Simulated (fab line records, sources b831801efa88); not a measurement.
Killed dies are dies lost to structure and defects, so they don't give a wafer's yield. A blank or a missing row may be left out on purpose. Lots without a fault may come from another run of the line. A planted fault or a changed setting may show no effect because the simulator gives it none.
Chamber matching | flow gf180mcu | GF_V1_ETCH_16 on rie_diel-04: 4 sister chambers
The step etches BARC in N2/H2. 20 wafers are shown with their chamber, then 10 later ones without.

WAFERS WITH THEIR CHAMBER
wafer  | chamber | drypump_motor_current_A (A) | oes_product_au (a.u.) | throttle_valve_pct (%)
L074.2 | 2       | 5.9                         | 0.857                 | 13.228
L074.3 | 3       | 5.5                         | 0.853                 | 13.229
L074.6 | 0       | 5.8                         | 0.863                 | 13.215
L077.2 | 0       | 5.8                         | 0.866                 | 13.237
L077.4 | 3       | 5.5                         | 0.860                 | 13.219
L077.5 | 3       | 5.5                         | 0.853                 | 13.237
L078.1 | 1       | 6.0                         | 0.860                 | 13.213
L078.3 | 0       | 5.7                         | 0.851                 | 13.230
L078.6 | 2       | 5.9                         | 0.846                 | 13.226
L080.2 | 1       | 6.0                         | 0.857                 | 13.215
L080.3 | 0       | 5.8                         | 0.858                 | 13.204
L080.5 | 0       | 5.8                         | 0.858                 | 13.226
L087.3 | 0       | 5.8                         | 0.854                 | 13.221
L087.4 | 2       | 5.9                         | 0.852                 | 13.214
L087.5 | 1       | 6.0                         | 0.852                 | 13.224
L088.4 | 3       | 5.5                         | 0.852                 | 13.231
L088.5 | 2       | 5.9                         | 0.853                 | 13.223
L088.6 | 1       | 6.0                         | 0.852                 | 13.219
L089.3 | 2       | 5.9                         | 0.852                 | 13.234
L089.5 | 2       | 5.9                         | 0.848                 | 13.227

SIGNATURES (means of the wafers above)
reading                 | chamber 0 | chamber 1 | chamber 2 | chamber 3 | scatter within a chamber
drypump_motor_current_A | 5.783     | 6.000     | 5.900     | 5.500     | 0.0228
oes_product_au          | 0.85833   | 0.85525   | 0.85133   | 0.85450   | 0.00445
throttle_valve_pct      | 13.22217  | 13.21775  | 13.22533  | 13.22900  | 0.00843
Rule: a wafer's distance from a chamber is the root of the sum, over the readings, of the square of ((its reading less the chamber's mean) divided by the reading's scatter). The wafer belongs to the nearest chamber; if the next one is less than 2 further off, it can't be placed. The scatter: the root of (the sum of the squares of (reading less its chamber's mean) over the shown wafers, divided by (wafers less chambers)).

WAFERS WITHOUT THEIR CHAMBER
wafer  | drypump_motor_current_A (A) | oes_product_au (a.u.) | throttle_valve_pct (%)
L089.6 | 5.8                         | 0.851                 | 13.225
L093.2 | 6.0                         | 0.850                 | 13.230
L093.5 | 6.0                         | 0.854                 | 13.221
L093.6 | 5.5                         | 0.857                 | 13.231
L094.2 | 6.0                         | 0.852                 | 13.222
L094.4 | 5.5                         | 0.848                 | 13.215
L094.5 | 5.9                         | 0.853                 | 13.225
L095.2 | 5.5                         | 0.857                 | 13.231
L095.3 | 5.9                         | 0.847                 | 13.215
L095.5 | 6.0                         | 0.857                 | 13.229

WHICH CHAMBER EACH WENT THROUGH
wafer  | from the rows above | in truth
L089.6 | 0                   | 0
L093.2 | 1                   | 1
L093.5 | 1                   | 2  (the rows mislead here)
L093.6 | 3                   | 3
L094.2 | 1                   | 1
L094.4 | 3                   | 3
L094.5 | 2                   | 2
L095.2 | 3                   | 3
L095.3 | 2                   | 2
L095.5 | 1                   | 1
Placed correctly: 9 of 10. Can't be placed from these rows: 0. Placed wrongly: 1.
